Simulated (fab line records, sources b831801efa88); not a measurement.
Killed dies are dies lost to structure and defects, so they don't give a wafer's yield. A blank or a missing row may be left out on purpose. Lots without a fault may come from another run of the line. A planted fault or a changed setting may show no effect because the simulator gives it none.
Split-lot experiment | flow sfq_line | 5 lots, 23 wafers read, on a route of 325 steps

THE SPLIT
At SFQ_TRILAYER_M6_BARC_OPEN_METAL_ETCH_206 (etches BARC in O2, target depth 125 nm, time 41.7 s), the setting time_s was moved away from the recipe's 41.7 s on 11 of the 23 wafers read, by -14.2% to +9.6%. The other wafers ran this setting at the recipe's value.

The reading is taken at the split's own step.

THE READING
oes_product_au, in a.u., at SFQ_TRILAYER_M6_BARC_OPEN_METAL_ETCH_206 (etches BARC in O2, target depth 125 nm, time 41.7 s). Fault-free wafers of this fab line usually give 0.686 a.u., standard deviation 0.0048 a.u..

wafer  | tool, chamber at the split | time_s as run, s | against the recipe | oes_product_au, a.u. | against lot-mates on the recipe
L075.1 | rie_metal-04, 0            | 45.44            | +9.0%              | 0.679                | -0.009
L075.3 | rie_metal-04, 1            | 45.44            | +9.0%              | 0.669                | -0.019
L075.4 | rie_metal-04, 0            | 45.44            | +9.0%              | 0.677                | -0.011
L075.5 | rie_metal-04, 1            | 41.7             | recipe             | 0.684                | -
L075.6 | rie_metal-04, 0            | 41.7             | recipe             | 0.692                | -
L079.1 | rie_metal-02, 1            | 41.7             | recipe             | 0.688                | -
L079.4 | rie_metal-02, 1            | 41.7             | recipe             | 0.687                | -
L079.6 | rie_metal-02, 0            | 41.7             | recipe             | 0.690                | -
L080.1 | rie_metal-02, 0            | 41.7             | recipe             | 0.676                | -
L080.3 | rie_metal-02, 1            | 45.69            | +9.6%              | 0.679                | -0.003
L080.4 | rie_metal-02, 0            | 41.7             | recipe             | 0.682                | -
L080.5 | rie_metal-02, 1            | 45.69            | +9.6%              | 0.668                | -0.014
L080.6 | rie_metal-02, 0            | 41.7             | recipe             | 0.687                | -
L081.1 | rie_metal-04, 0            | 41.7             | recipe             | 0.687                | -
L081.2 | rie_metal-04, 1            | 44.18            | +5.9%              | 0.674                | -0.011
L081.3 | rie_metal-04, 0            | 44.18            | +5.9%              | 0.670                | -0.015
L081.4 | rie_metal-04, 1            | 44.18            | +5.9%              | 0.682                | -0.003
L081.6 | rie_metal-04, 0            | 41.7             | recipe             | 0.684                | -
L085.2 | rie_metal-03, 0            | 41.7             | recipe             | 0.685                | -
L085.3 | rie_metal-03, 1            | 35.76            | -14.2%             | 0.740                | +0.050
L085.4 | rie_metal-03, 0            | 41.7             | recipe             | 0.694                | -
L085.5 | rie_metal-03, 0            | 35.76            | -14.2%             | 0.741                | +0.051
L085.6 | rie_metal-03, 1            | 35.76            | -14.2%             | 0.739                | +0.049

THE FIT
A straight line over all 23 wafers: oes_product_au changes by -0.00277 a.u. for each +1% of time_s; r = -0.93; the points scatter about the line by 0.008 a.u..
The same after taking each lot's own level away (the mean of its wafers on the recipe; 23 wafers): -0.00259 a.u. for each +1%; r = -0.93; scatter 0.0076 a.u..
On that fit, the largest move of time_s shifts the reading by 0.037 a.u..
The lots' own levels span 0.6817 to 0.6895 a.u., that is 1.6 times the standard deviation above.
So the lot-to-lot level changes the slope little: the two slopes agree.
Check: with one of the wafers moved furthest among these (-14.2%) left out of the fit, the line predicts +0.0395 a.u. for it against its lot-mates. It came out at +0.0505 a.u. against them.
Tool readings at the split's step, against how far the setting was moved: oes_product_au r = -0.93.

OTHER SPLITS ON THESE WAFERS
These wafers also went through other splits before the reading. Each is held against what the fit with the lots' levels taken away leaves over:
other split on the same wafers             | wafers away from the commonest value | r with oes_product_au (lot level and that fit taken away)
SFQ_TRILAYER_R5_LITHO_COAT_141 spin_rpm    | 4                                    | +0.03
SFQ_TRILAYER_R5_ETCH_METAL_ETCH_139 time_s | 9                                    | +0.23
SFQ_TRILAYER_I5_LITHO_COAT_144 spin_rpm    | 10                                   | -0.24
SFQ_TRILAYER_C5_LITHO_COAT_151 spin_rpm    | 9                                    | +0.25

THE FILE'S OWN FIT
oes_product_au changes by -0.00236 a.u. for each +1% of time_s, r = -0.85.
